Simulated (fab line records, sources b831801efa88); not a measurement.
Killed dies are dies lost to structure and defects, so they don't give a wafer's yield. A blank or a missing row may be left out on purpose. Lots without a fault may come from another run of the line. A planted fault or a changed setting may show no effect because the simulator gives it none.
Which tool did it? | flow gf180mcu | 24 lots, 72 wafers sampled, at 5 steps of a route of 602

WHAT THE GAUGES READ, wafer by wafer
GF_V2_RS_MEAS_24: measures by four-point-probe.
lot  | measured     | on            | V2_W_RS (ohm/sq)
L074 | day 20 05:21 | film_metro-02 | 0.321 0.326 0.320
L075 | day 20 13:23 | film_metro-04 | 0.328 0.324 0.323
L076 | day 20 23:07 | film_metro-03 | 0.319 0.326 0.329
L077 | day 21 05:27 | film_metro-04 | 0.338 0.339 0.336
L078 | day 21 18:55 | film_metro-02 | 0.326 0.329 0.330
L079 | day 22 10:10 | film_metro-04 | 0.325 0.324 0.320
L080 | day 22 17:27 | film_metro-03 | 0.327 0.325 0.320
L081 | day 23 02:09 | film_metro-03 | 0.331 0.335 0.335
L082 | day 23 11:19 | film_metro-03 | 0.317 0.316 0.317
L083 | day 23 15:16 | film_metro-02 | 0.334 0.331 0.334
L084 | day 24 09:50 | film_metro-02 | 0.330 0.323 0.329
L085 | day 24 12:56 | film_metro-03 | 0.325 0.320 0.313
L086 | day 24 16:22 | film_metro-03 | 0.316 0.329 0.320
L087 | day 24 22:44 | film_metro-03 | 0.335 0.329 0.326
L088 | day 25 07:02 | film_metro-04 | 0.327 0.320 0.325
L089 | day 25 16:32 | film_metro-02 | 0.342 0.341 0.333
L090 | day 25 19:19 | film_metro-03 | 0.315 0.317 0.322
L091 | day 26 01:46 | film_metro-03 | 0.335 0.331 0.334
L092 | day 26 11:55 | film_metro-03 | 0.332 0.334 0.331
L093 | day 26 21:55 | film_metro-03 | 0.336 0.335 0.335
L094 | day 27 04:57 | film_metro-04 | 0.336 0.339 0.336
L095 | day 27 12:56 | film_metro-04 | 0.315 0.314 0.320
L096 | day 27 21:49 | film_metro-04 | 0.332 0.329 0.332
L097 | day 27 22:28 | film_metro-02 | 0.327 0.320 0.325

GF_V3_RS_MEAS_24: measures by four-point-probe.
lot  | measured     | on            | V3_W_RS (ohm/sq)
L074 | day 22 08:58 | film_metro-02 | 0.332 0.331 0.329
L075 | day 22 15:52 | film_metro-03 | 0.328 0.327 0.328
L076 | day 23 01:11 | film_metro-03 | 0.319 0.324 0.317
L077 | day 23 06:40 | film_metro-02 | 0.328 0.331 0.325
L078 | day 23 20:17 | film_metro-01 | 0.324 0.324 0.324
L079 | day 24 10:28 | film_metro-02 | 0.327 0.329 0.328
L080 | day 24 17:56 | film_metro-01 | 0.329 0.327 0.330
L081 | day 25 02:19 | film_metro-02 | 0.324 0.324 0.329
L082 | day 25 11:11 | film_metro-03 | 0.325 0.327 0.323
L083 | day 25 13:12 | film_metro-03 | 0.331 0.334 0.331
L084 | day 26 08:08 | film_metro-03 | 0.317 0.320 0.322
L085 | day 26 10:34 | film_metro-01 | 0.322 0.317 0.322
L086 | day 26 14:02 | film_metro-01 | 0.327 0.331 0.329
L087 | day 26 19:29 | film_metro-01 | 0.320 0.323 0.321
L088 | day 27 03:21 | film_metro-01 | 0.318 0.316 0.319
L089 | day 27 13:03 | film_metro-01 | 0.333 0.332 0.334
L090 | day 27 15:38 | film_metro-01 | 0.321 0.320 0.322
L091 | day 27 21:31 | film_metro-01 | 0.326 0.325 0.327
L092 | day 28 07:55 | film_metro-01 | 0.324 0.324 0.327
L093 | day 28 16:49 | film_metro-01 | 0.324 0.321 0.319
L094 | day 28 23:20 | film_metro-01 | 0.321 0.317 0.326
L095 | day 29 08:06 | film_metro-01 | 0.329 0.328 0.330
L096 | day 29 14:40 | film_metro-01 | 0.328 0.325 0.327
L097 | day 29 15:12 | film_metro-02 | 0.326 0.317 0.326

GF_V4_OVL_MEAS_15.
lot  | measured     | on         | V4_OVL (nm)
L074 | day 24 08:16 | overlay-02 | 6 7 3
L075 | day 24 14:43 | overlay-01 | -2 -10 -2
L076 | day 24 23:48 | overlay-02 | 5 6 3
L077 | day 25 04:43 | overlay-01 | -13 -2 -4
L078 | day 25 18:01 | overlay-01 | 11 13 11
L079 | day 26 07:52 | overlay-01 | 4 3 3
L080 | day 26 15:07 | overlay-01 | -9 -5 -9
L081 | day 26 21:55 | overlay-02 | 5 7 1
L082 | day 27 06:36 | overlay-02 | 4 10 8
L083 | day 27 09:40 | overlay-01 | -11 -7 -8
L084 | day 28 02:49 | overlay-01 | -13 -4 -4
L085 | day 28 05:22 | overlay-01 | 9 -2 2
L086 | day 28 09:10 | overlay-01 | 3 12 10
L087 | day 28 14:07 | overlay-01 | -5 -5 -5
L088 | day 28 21:19 | overlay-01 | -14 -6 -10
L089 | day 29 07:01 | overlay-01 | -14 -7 -13
L090 | day 29 08:55 | overlay-01 | 0 2 -1
L091 | day 29 14:00 | overlay-01 | 7 12 3
L092 | day 29 23:46 | overlay-02 | -5 -6 -4
L093 | day 30 08:34 | overlay-02 | -2 2 -1
L094 | day 30 14:16 | overlay-02 | -4 -1 -6
L095 | day 30 23:16 | overlay-02 | 11 7 14
L096 | day 31 05:13 | overlay-02 | -2 -1 -1
L097 | day 31 05:16 | overlay-01 | 3 -2 3

WHICH TOOL RAN EACH LOT (tool, then ch and the chambers of the sampled wafers, then the start)
lot  | GF_V1_STRIP_18                       | GF_M4_METAL_ETCH_16
L074 | plasma_asher-04 ch 0,1, day 18 02:33 | rie_metal-02 ch 0,1, day 23 08:35
L075 | plasma_asher-03 ch 0,1, day 18 09:27 | rie_metal-04 ch 0,1, day 23 15:20
L076 | plasma_asher-01 ch 0,1, day 18 19:36 | rie_metal-02 ch 1, day 24 00:20
L077 | plasma_asher-01 ch 0,1, day 19 01:34 | rie_metal-04 ch 0,1, day 24 05:50
L078 | plasma_asher-01 ch 0,1, day 19 14:46 | rie_metal-04 ch 0, day 24 19:17
L079 | plasma_asher-04 ch 0,1, day 20 05:46 | rie_metal-01 ch 0,1, day 25 09:00
L080 | plasma_asher-03 ch 0,1, day 20 13:46 | rie_metal-04 ch 0,1, day 25 16:22
L081 | plasma_asher-04 ch 0,1, day 20 23:24 | rie_metal-04 ch 1, day 26 00:23
L082 | plasma_asher-03 ch 1, day 21 08:57   | rie_metal-01 ch 0,1, day 26 09:20
L083 | plasma_asher-03 ch 0,1, day 21 13:10 | rie_metal-01 ch 0,1, day 26 11:21
L084 | plasma_asher-01 ch 0,1, day 22 08:07 | rie_metal-01 ch 1, day 27 05:05
L085 | plasma_asher-01 ch 0, day 22 11:57   | rie_metal-01 ch 1, day 27 08:01
L086 | plasma_asher-04 ch 0,1, day 22 15:24 | rie_metal-04 ch 0,1, day 27 11:37
L087 | plasma_asher-04 ch 0,1, day 22 22:28 | rie_metal-01 ch 0,1, day 27 16:40
L088 | plasma_asher-03 ch 1, day 23 07:08   | rie_metal-01 ch 0,1, day 28 00:27
L089 | plasma_asher-03 ch 0,1, day 23 15:52 | rie_metal-02 ch 0,1, day 28 09:51
L090 | plasma_asher-04 ch 0,1, day 23 21:05 | rie_metal-01 ch 0,1, day 28 12:17
L091 | plasma_asher-01 ch 0,1, day 24 02:24 | rie_metal-04 ch 0, day 28 18:00
L092 | plasma_asher-01 ch 0,1, day 24 13:37 | rie_metal-01 ch 0,1, day 29 03:58
L093 | plasma_asher-04 ch 0,1, day 25 00:53 | rie_metal-04 ch 0,1, day 29 12:48
L094 | plasma_asher-04 ch 0,1, day 25 08:19 | rie_metal-04 ch 0,1, day 29 18:45
L095 | plasma_asher-01 ch 0,1, day 25 15:53 | rie_metal-04 ch 0,1, day 30 03:29
L096 | plasma_asher-03 ch 0,1, day 26 01:48 | rie_metal-02 ch 0, day 30 09:20
L097 | plasma_asher-04 ch 0,1, day 26 02:09 | rie_metal-01 ch 0,1, day 30 09:41
- GF_V1_STRIP_18: strips in O2/N2.
- GF_M4_METAL_ETCH_16: etches the open film in Cl2/BCl3, stops on SiO2, target depth 750.8 nm, time 125.1 s.

WHAT THE TOOLS THEMSELVES READ (means of the sampled wafers that have a number; where no wafer has one, the mark that the record gives instead)
GF_V1_STRIP_18.
lot  | tool            | drypump_motor_current_A (A) | heater_power_w (W) | oes_product_au (a.u.) | platen_temp_c (C)
L074 | plasma_asher-04 | 5.64                        | 335                | 0.595                 | 249.99
L075 | plasma_asher-03 | 5.96                        | 328                | 0.593                 | 250.03
L076 | plasma_asher-01 | 5.85                        | 332                | 0.595                 | 249.77
L077 | plasma_asher-01 | 5.94                        | 349                | 0.593                 | 249.84
L078 | plasma_asher-01 | 5.87                        | 330                | 0.595                 | 249.88
L079 | plasma_asher-04 | 5.64                        | 332                | 0.588                 | 250.16
L080 | plasma_asher-03 | 5.93                        | 331                | 0.588                 | 249.92
L081 | plasma_asher-04 | 5.63                        | 329                | 0.592                 | 249.91
L082 | plasma_asher-03 | 6.14                        | 333                | 0.597                 | 249.84
L083 | plasma_asher-03 | 6.07                        | 336                | 0.590                 | 249.76
L084 | plasma_asher-01 | 5.91                        | 347                | 0.595                 | 250.03
L085 | plasma_asher-01 | 5.82                        | 317                | 0.595                 | 250.08
L086 | plasma_asher-04 | 5.62                        | 329                | 0.597                 | 249.91
L087 | plasma_asher-04 | 5.62                        | 330                | 0.590                 | 249.96
L088 | plasma_asher-03 | 6.20                        | 341                | 0.595                 | 249.96
L089 | plasma_asher-03 | 6.05                        | 340                | 0.594                 | 249.99
L090 | plasma_asher-04 | 5.67                        | 326                | 0.589                 | 250.10
L091 | plasma_asher-01 | 5.94                        | 349                | 0.597                 | 250.08
L092 | plasma_asher-01 | 5.82                        | 335                | 0.594                 | 250.33
L093 | plasma_asher-04 | 5.68                        | 329                | 0.594                 | 249.86
L094 | plasma_asher-04 | 5.61                        | 329                | 0.594                 | 250.06
L095 | plasma_asher-01 | 5.92                        | 348                | 0.595                 | 250.09
L096 | plasma_asher-03 | 6.05                        | 331                | 0.591                 | 250.23
L097 | plasma_asher-04 | 5.63                        | 326                | 0.595                 | 249.89

GF_M4_METAL_ETCH_16.
lot  | tool         | drypump_motor_current_A (A) | oes_product_au (a.u.) | throttle_valve_pct (%)
L074 | rie_metal-02 | 5.6                         | 0.988                 | 28.236
L075 | rie_metal-04 | 5.3                         | 0.986                 | 28.233
L076 | rie_metal-02 | 6.0                         | 0.988                 | 28.233
L077 | rie_metal-04 | 5.1                         | 0.990                 | 28.225
L078 | rie_metal-04 | 4.8                         | 0.988                 | 28.229
L079 | rie_metal-01 | 6.4                         | 0.992                 | 28.227
L080 | rie_metal-04 | 5.3                         | 0.988                 | 28.225
L081 | rie_metal-04 | 5.6                         | 0.994                 | 28.228
L082 | rie_metal-01 | 6.3                         | 0.997                 | 28.220
L083 | rie_metal-01 | 6.4                         | 0.994                 | 28.223
L084 | rie_metal-01 | 6.4                         | 0.996                 | 28.224
L085 | rie_metal-01 | 6.4                         | 0.987                 | 28.230
L086 | rie_metal-04 | 5.3                         | 0.989                 | 28.232
L087 | rie_metal-01 | 6.4                         | 0.989                 | 28.228
L088 | rie_metal-01 | 6.4                         | 0.990                 | 28.232
L089 | rie_metal-02 | 5.2                         | 0.986                 | 28.232
L090 | rie_metal-01 | 6.4                         | 0.994                 | 28.219
L091 | rie_metal-04 | 4.8                         | 0.986                 | 28.231
L092 | rie_metal-01 | 6.4                         | 0.995                 | 28.219
L093 | rie_metal-04 | 5.4                         | 0.991                 | 28.227
L094 | rie_metal-04 | 5.1                         | 0.993                 | 28.220
L095 | rie_metal-04 | 5.1                         | 0.989                 | 28.240
L096 | rie_metal-02 | 4.8                         | 0.991                 | 28.235
L097 | rie_metal-01 | 6.4                         | 0.991                 | 28.234

THE ANSWER, worked out from the rows above alone
Rule: what is usual is taken from the lots themselves. Put in order of their means at a reading, lots are off if they are a third of the lots or fewer, leave a main group of 4 or more, and stand apart from it by a gap of 3 or more times the standard deviation of the main group's means; of several such gaps the widest counts. A main group whose means are all the same, to the digits that the tables above print for the reading, isn't used. A lot without any number at a reading at which 4 lots or more have one is off too. The other lots that the step has rows for count as sound. The gauges are gone through in route order, then the tools' own readings, and for those a lot's mean is taken as printed above. The first step at which some lot is off is used, and at that step the reading that is off furthest; a lot without a number counts as furthest.
No lot is off at any reading shown: from this, nothing can be told.

WHAT THE SIMULATOR HAD PUT IN
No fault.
